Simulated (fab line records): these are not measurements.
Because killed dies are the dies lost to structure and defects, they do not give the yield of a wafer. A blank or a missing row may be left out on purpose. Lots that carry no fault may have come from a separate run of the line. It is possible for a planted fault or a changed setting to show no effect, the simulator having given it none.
Which tool did it? / flow sky130 / 12 lots, 36 wafers sampled, at 2 steps of a route of 708

## WHAT THE GAUGES SHOWED, per wafer
SKY_METAL2_THK_MEAS_06: measures by xrf.
lot=L236; measured=day 34 00:31; on=filmMetro-01; METAL2_ALCU_THK (nm)=248.7 247.6 248.4
lot=L237; measured=day 34 04:10; on=filmMetro-03; METAL2_ALCU_THK (nm)=250.7 255.9 250.8
lot=L238; measured=day 34 20:47; on=filmMetro-03; METAL2_ALCU_THK (nm)=247.7 245.9 250.6
lot=L240; measured=day 35 10:59; on=filmMetro-01; METAL2_ALCU_THK (nm)=250.8 252.3 250.3
lot=L244; measured=day 37 00:32; on=filmMetro-02; METAL2_ALCU_THK (nm)=254.4 251.2 250.8
lot=L247; measured=day 37 22:46; on=filmMetro-01; METAL2_ALCU_THK (nm)=249.2 250.7 251.0
lot=L252; measured=day 39 08:03; on=filmMetro-01; METAL2_ALCU_THK (nm)=245.2 245.5 245.4
lot=L253; measured=day 39 11:56; on=filmMetro-03; METAL2_ALCU_THK (nm)=249.2 253.3 250.8
lot=L254; measured=day 39 22:39; on=filmMetro-03; METAL2_ALCU_THK (nm)=246.9 252.8 252.1
lot=L257; measured=day 40 12:14; on=filmMetro-01; METAL2_ALCU_THK (nm)=248.5 250.1 248.1
lot=L259; measured=day 41 05:17; on=filmMetro-03; METAL2_ALCU_THK (nm)=247.7 250.5 247.9
lot=L258; measured=day 41 05:30; on=filmMetro-01; METAL2_ALCU_THK (nm)=253.1 249.4 249.6

SKY_METAL2_CD_MEAS_15: the cd target is 140 nm.
lot=L236; measured=day 35 03:05; on=cdSem-02; cdNm (nm)=139.6 139.7 138.9
lot=L237; measured=day 35 07:14; on=cdSem-01; cdNm (nm)=139.1 139.0 137.8
lot=L238; measured=day 35 22:26; on=cdSem-02; cdNm (nm)=137.8 138.1 137.9
lot=L240; measured=day 36 12:41; on=cdSem-01; cdNm (nm)=137.5 137.4 138.9
lot=L244; measured=day 38 02:25; on=cdSem-01; cdNm (nm)=141.2 142.0 142.2
lot=L247; measured=day 38 23:58; on=cdSem-01; cdNm (nm)=140.8 141.4 141.0
lot=L252; measured=day 40 08:05; on=cdSem-01; cdNm (nm)=138.3 138.5 139.9
lot=L253; measured=day 40 12:01; on=cdSem-01; cdNm (nm)=136.9 136.5 137.8
lot=L254; measured=day 41 02:50; on=cdSem-01; cdNm (nm)=138.6 136.1 137.2
lot=L257; measured=day 41 12:26; on=cdSem-01; cdNm (nm)=139.5 141.0 139.2
lot=L259; measured=day 42 03:07; on=cdSem-01; cdNm (nm)=138.6 139.3 138.9
lot=L258; measured=day 42 04:23; on=cdSem-02; cdNm (nm)=140.8 140.8 137.9

## TOOL THAT RAN EACH LOT (tool first, then ch and the chambers of the sampled wafers, then the start)
No process step before these readings appears in the record.

## AS READ BY THE TOOLS THEMSELVES (means over the sampled wafers that have a number; for cases with no such wafer, the mark the record gives instead)
The record holds no such reading with a usual standard deviation.

## THE ANSWER, worked out from the rows above alone
Rule: the lots themselves supply what counts as usual. Put in order of their means at a reading, lots are off if they are a third of the lots or fewer, leave a main group of 4 or more, and stand apart from it by a gap of 3 or more times the standard deviation of the main group's means; of several such gaps the widest counts. A main group is skipped when, at the precision printed for the reading in the tables above, its means are all equal. A lot without any number at a reading at which 4 lots or more have one is off too. All remaining lots with rows at the step are treated as sound. The gauges are gone through in route order, then the tools' own readings, and for those a lot's mean is taken as printed above. At the first step where some lot is off, the reading lying furthest off is the one used; lots without a number count as furthest.
None of the lots is off at any reading shown; this tells nothing.

## WHAT WAS PUT IN BY THE SIMULATOR
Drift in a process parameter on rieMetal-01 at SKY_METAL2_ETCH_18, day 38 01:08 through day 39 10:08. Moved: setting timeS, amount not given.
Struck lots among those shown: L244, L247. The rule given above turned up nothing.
